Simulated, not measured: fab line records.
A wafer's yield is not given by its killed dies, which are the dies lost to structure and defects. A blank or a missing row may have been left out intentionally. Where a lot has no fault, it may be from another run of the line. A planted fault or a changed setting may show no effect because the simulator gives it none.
What tool caused it? | flow sky130 | Sampling: 12 lots, 36 wafers, 6 of 708 route steps

WHAT THE GAUGES READ, wafer by wafer
SKY_VIA2_OVL_MEAS_13.
lot  | measured     | on         | VIA2_OVL (nm)
L899 | day 36 22:33 | overlay-02 | -3 -1 -2
L900 | day 37 15:23 | overlay-01 | -4 4 6
L905 | day 38 17:49 | overlay-01 | 2 4 8
L907 | day 39 14:37 | overlay-01 | 2 -1 -1
L906 | day 39 16:00 | overlay-02 | 1 0 0
L908 | day 39 21:33 | overlay-02 | 7 -1 10
L910 | day 40 22:41 | overlay-02 | 0 2 1
L911 | day 41 00:15 | overlay-02 | -3 5 -5
L914 | day 41 16:10 | overlay-01 | 5 1 3
L917 | day 42 09:06 | overlay-02 | 6 8 9
L919 | day 43 02:36 | overlay-01 | 9 -4 4
L921 | day 43 10:29 | overlay-02 | 8 13 14

SKY_VIA2_RS_MEAS_22: measurement is done with a four-point probe.
lot  | measured     | on           | VIA2_W_RS (ohm/sq)
L899 | day 36 23:30 | filmMetro-01 | 0.2744 0.2739 0.2746
L900 | day 37 16:19 | filmMetro-04 | 0.2755 0.2717 0.2686
L905 | day 38 18:47 | filmMetro-02 | 0.2727 0.2728 0.2685
L907 | day 39 15:40 | filmMetro-04 | 0.2702 0.4075 0.4057
L906 | day 39 17:02 | filmMetro-02 | 0.4078 0.2747 0.2798
L908 | day 39 22:31 | filmMetro-02 | 0.2725 0.2762 0.4136
L910 | day 40 23:38 | filmMetro-02 | 0.2709 0.3993 0.2694
L911 | day 41 01:13 | filmMetro-04 | 0.2742 0.2735 0.2723
L914 | day 41 17:08 | filmMetro-02 | 0.2709 0.2740 0.2750
L917 | day 42 10:03 | filmMetro-02 | 0.2740 0.2767 0.2775
L919 | day 43 03:31 | filmMetro-02 | 0.2807 0.2753 0.2763
L921 | day 43 11:25 | filmMetro-01 | 0.2731 0.2709 0.2712

SKY_VIA2_THK_MEAS_23: measures by xrf.
lot  | measured     | on           | VIA2_W_THK (nm)
L899 | day 36 23:37 | filmMetro-01 | 404 407 406
L900 | day 37 16:26 | filmMetro-04 | 403 412 414
L905 | day 38 18:54 | filmMetro-02 | 397 397 402
L907 | day 39 15:47 | filmMetro-04 | 421 317 322
L906 | day 39 17:09 | filmMetro-02 | 308 397 391
L908 | day 39 22:37 | filmMetro-02 | 403 395 305
L910 | day 40 23:44 | filmMetro-02 | 399 311 405
L911 | day 41 01:20 | filmMetro-04 | 413 416 417
L914 | day 41 17:13 | filmMetro-02 | 401 399 393
L917 | day 42 10:10 | filmMetro-02 | 396 391 392
L919 | day 43 03:38 | filmMetro-02 | 382 389 395
L921 | day 43 11:32 | filmMetro-01 | 404 407 408

SKY_CAPM_THK_MEAS_04: measures by xrf.
lot  | measured     | on           | CAPM_TIN_THK (nm)
L899 | day 37 00:27 | filmMetro-01 | 203.0 203.1 202.5
L900 | day 37 17:16 | filmMetro-03 | 196.0 196.6 199.0
L905 | day 38 19:43 | filmMetro-01 | 203.2 202.3 202.4
L907 | day 39 16:37 | filmMetro-01 | 199.2 201.9 200.2
L906 | day 39 17:59 | filmMetro-01 | 199.8 199.2 202.0
L908 | day 40 03:17 | filmMetro-03 | 200.5 197.1 199.0
L910 | day 41 00:40 | filmMetro-01 | 201.9 203.1 200.4
L911 | day 41 02:10 | filmMetro-02 | 202.8 201.9 201.9
L914 | day 41 18:02 | filmMetro-01 | 199.3 200.2 199.0
L917 | day 42 10:59 | filmMetro-01 | 196.1 197.1 196.4
L919 | day 43 04:28 | filmMetro-02 | 201.0 201.5 201.9
L921 | day 43 12:22 | filmMetro-01 | 197.4 198.6 196.6

WHAT TOOL EACH LOT RAN ON (gives the tool, then ch and the chambers of the sampled wafers, and finally the start)
lot  | SKY_VIA2_CMP_02               | SKY_VIA2_CVD_21
L899 | cmp-01 ch 0,3, day 35 20:31   | cvdW-02 ch 0,1, day 36 23:22
L900 | cmp-02 ch 1,2,3, day 36 12:56 | cvdW-02 ch 0,1, day 37 16:11
L905 | cmp-02 ch 0,2,3, day 37 16:29 | cvdW-01 ch 0,1, day 38 18:39
L907 | cmp-02 ch 0,1,3, day 38 13:31 | cvdW-02 ch 0,1, day 39 15:32
L906 | cmp-02 ch 1,2,3, day 38 13:53 | cvdW-02 ch 0,1, day 39 16:53
L908 | cmp-02 ch 0,1,3, day 38 20:19 | cvdW-02 ch 0,1, day 39 22:23
L910 | cmp-02 ch 0,2,3, day 39 21:25 | cvdW-02 ch 0,1, day 40 23:30
L911 | cmp-01 ch 0,1,2, day 39 23:16 | cvdW-01 ch 0, day 41 01:04
L914 | cmp-01 ch 1,2, day 40 15:33   | cvdW-01 ch 0,1, day 41 16:59
L917 | cmp-01 ch 0,1, day 41 09:57   | cvdW-01 ch 0,1, day 42 09:54
L919 | cmp-01 ch 0,2, day 42 02:43   | cvdW-01 ch 0,1, day 43 03:23
L921 | cmp-02 ch 1,2,3, day 42 10:23 | cvdW-01 ch 0,1, day 43 11:17
- SKY_VIA2_CMP_02: polishes SiO2.
- SKY_VIA2_CVD_21: deposits W, target thk 420 nm, time 126.4 s.

AS READ BY THE TOOLS THEMSELVES (means over the sampled wafers that have a number; for cases with no such wafer, the mark the record gives instead)
SKY_VIA2_CMP_02.
lot  | tool   | motorCurrentA (A)
L899 | cmp-01 | 12.0
L900 | cmp-02 | 11.7
L905 | cmp-02 | 12.0
L907 | cmp-02 | 11.8
L906 | cmp-02 | 11.7
L908 | cmp-02 | 11.4
L910 | cmp-02 | 11.9
L911 | cmp-01 | 12.1
L914 | cmp-01 | 12.1
L917 | cmp-01 | 12.3
L919 | cmp-01 | 12.1
L921 | cmp-02 | 11.8

SKY_VIA2_CVD_21.
lot  | tool    | heaterPowerW (W)
L899 | cvdW-02 | 910
L900 | cvdW-02 | 909
L905 | cvdW-01 | 881
L907 | cvdW-02 | 876
L906 | cvdW-02 | 851
L908 | cvdW-02 | 854
L910 | cvdW-02 | 861
L911 | cvdW-01 | 877
L914 | cvdW-01 | 877
L917 | cvdW-01 | 882
L919 | cvdW-01 | 868
L921 | cvdW-01 | 867

THE ANSWER, worked out from the rows above alone
Rule: the usual values come from the lots themselves. The widest of any qualifying gaps counts: lots, ordered by their means at a reading, are off when they make up no more than a third of the lots, leave a main group of 4 or more, and stand apart from it by 3 or more times the standard deviation of that group's means. A main group whose means are all the same, to the digits that the tables above print for the reading, isn't used. A lot without any number at a reading at which 4 lots or more have one is off too. The other lots that the step has rows for count as sound. After the gauges, taken in route order, come the tools' own readings; for these a lot's mean is taken, as printed above. The first step at which some lot is off is used, and at that step the reading that is off furthest; a lot without a number counts as furthest.
Off: L907, L906, L908, L910, at SKY_VIA2_RS_MEAS_22 (VIA2_W_RS). The main group: mean 0.2737 ohm/sq, standard deviation 0.002.
A tool fits if, at a process step before that reading, it ran every lot that is off, and no sound lot after the first of them. Those tools and the gauges at SKY_VIA2_RS_MEAS_22 are tried in the same way. One fits: SKY_VIA2_CVD_21 on cvdW-02. A fault onset in the window from L900 (day 37 16:11, its last sound lot) to L907 (day 39 15:32, its first lot off) fits.

WHAT THE SIMULATOR PUT IN
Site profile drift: cvdW-02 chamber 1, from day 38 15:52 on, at SKY_VIA2_CVD_21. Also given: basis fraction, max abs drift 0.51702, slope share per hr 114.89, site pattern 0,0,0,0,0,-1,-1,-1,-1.
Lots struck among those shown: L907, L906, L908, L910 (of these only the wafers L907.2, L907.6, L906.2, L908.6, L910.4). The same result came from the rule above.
